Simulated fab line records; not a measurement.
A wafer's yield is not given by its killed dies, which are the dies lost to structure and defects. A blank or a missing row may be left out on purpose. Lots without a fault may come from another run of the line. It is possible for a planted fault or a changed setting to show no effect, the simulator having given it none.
Comparing a struck lot with a sound one | flow sky130 | 15 out of 708 route steps
Sound: these wafers, L237.1, L237.2, L237.4. Struck: wafers L236.1, L236.5, L236.6. The cause is named last.
At each step with rows: each side's tool, then ch and its chambers, then its first start. Under that, the readings that differ: sound wafers | struck wafers | difference of the means | sigmas: that difference in standard deviations of wafers without a fault.
alike: a reading whose means differ by less than 2 such deviations, as well as words and numbers matching on both sides. not compared: withheld readings; readings where some wafer has no value; bounds like >300 that might hide an equal value; numbers whose values overlap and for which the record gives no deviation.
Wherever a step has rows on one side only, a row that says differs or no value, or a row with sigmas, the two part there. Numbers that don't overlap but have no deviation are shown without sigmas and don't part them. Lack of a reading on every wafer of one side parts them only where that side has two or more wafers.

first, 7 steps without rows for these wafers: SKY_POLY_GATE_HMDS_06 (prime time 60 s); SKY_POLY_GATE_COAT_07 (resist thk 110 nm); SKY_POLY_GATE_COAT_08 (resist thk 450 nm); SKY_POLY_GATE_SOFTBAKE_09 (time 90 s); SKY_POLY_GATE_EXPOSE_10 (exposes mask P1M, target cd 150 nm); SKY_POLY_GATE_PEB_11; SKY_POLY_GATE_DEVELOP_12 (develop time 60 s).
SKY_POLY_GATE_CD_MEAS_13: target cd 150 nm.
  sound on cd sem-01 at day 20 18:11; struck on cd sem-02 at day 20 07:29
  alike: cd nm
SKY_POLY_GATE_OVL_MEAS_14:
  sound on overlay-01 at day 20 18:19; struck on overlay-01 at day 20 07:36
  alike: POLY_GATE_OVL
SKY_POLY_GATE_ETCH_15: etches BARC in N2/H2, stops on SiO2, time 118.5 s, target depth 110 nm.
  sound on rie diel-01 ch 0,2,3, day 20 18:20; struck on rie diel-01 ch 0,1,3, day 20 07:38
  alike: drypump motor current A, oes product au, throttle valve pct
  not compared: rf hours counter h
SKY_POLY_GATE_ETCH_16: etches Si3N4 in CH3F/O2, stops on poly-Si, time 147.5 s, target depth 75 nm.
  sound on rie diel-01 ch 0,2,3, day 20 18:26; struck on rie diel-01 ch 0,1,3, day 20 07:43
  alike: drypump motor current A, oes product au, throttle valve pct
  not compared: rf hours counter h
SKY_POLY_GATE_ETCH_17: etches poly-Si in HBr/Cl2, stops on SiO2, target depth 180 nm, time 70.5 s.
  sound on rie si-01 ch 0,1,2, day 20 18:31; struck on rie si-01 ch 0,2,3, day 20 07:49
  alike: drypump motor current A, he backside leak sccm, oes product au, throttle valve pct
  not compared: rf hours counter h
SKY_POLY_GATE_STRIP_18: strips in O2/N2.
  sound on plasma asher-01 ch 0,1, day 20 18:35; struck on plasma asher-04 ch 0,1, day 20 07:52
  no value came back on the struck wafers for chamber pressure mTorr (mTorr), drypump motor current A (A), oes product au (a.u.), strip time to endpoint s (s); on the sound wafers chamber pressure mTorr (mTorr) reads 1499.4 1499.9 1501.5
  reading                                          | sound | struck            | difference | sigmas
  model.KrF-thick_of_POLY_GATE_COAT_08.thk nm (nm) | 0 0 0 | 139.5 137.7 134.3 | +137.2     |
  model.BARC_of_POLY_GATE_COAT_07.thk nm (nm)      | 0 0 0 | 109.8 110.1 109.7 | +109.9     |
  not compared: rf hours counter h
then, 1 step without rows for these wafers: SKY_POLY_GATE_CLEAN_19 (cleans in SC1/SC2, time 150 s).
-- record jumps: 28 days separate the struck wafers' starts on either side; left off in module POLY_GATE, taken up again in module PAD_OPEN, whose first shown step is the route's number 708 --
SKY_PAD_OPEN_PROBE_99:
  sound on prober-02 at day 48 19:05; struck on prober-02 at day 48 11:33
  reading             | sound     | struck      | difference | sigmas
  killed at front end | 17 21 24  | 426 412 414 | +397       | +94
  killed dies         | 94 96 105 | 492 492 492 | +394       | +41
  killed on rim       | 21 21 20  | 96 96 96    | +75        | +19
  alike: killed_at_M0_to_M3, killed_at_M4_up, killed at contacts, killed at other, killed open, killed short

## WHERE THEY PART
At SKY_POLY_GATE_STRIP_18 first; at SKY_PAD_OPEN_PROBE_99 last (within this record only).

WHY: the cause the simulator had injected
Skipped step whole: plasma asher-04, from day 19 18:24 on, at SKY_POLY_GATE_STRIP_18. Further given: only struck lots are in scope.
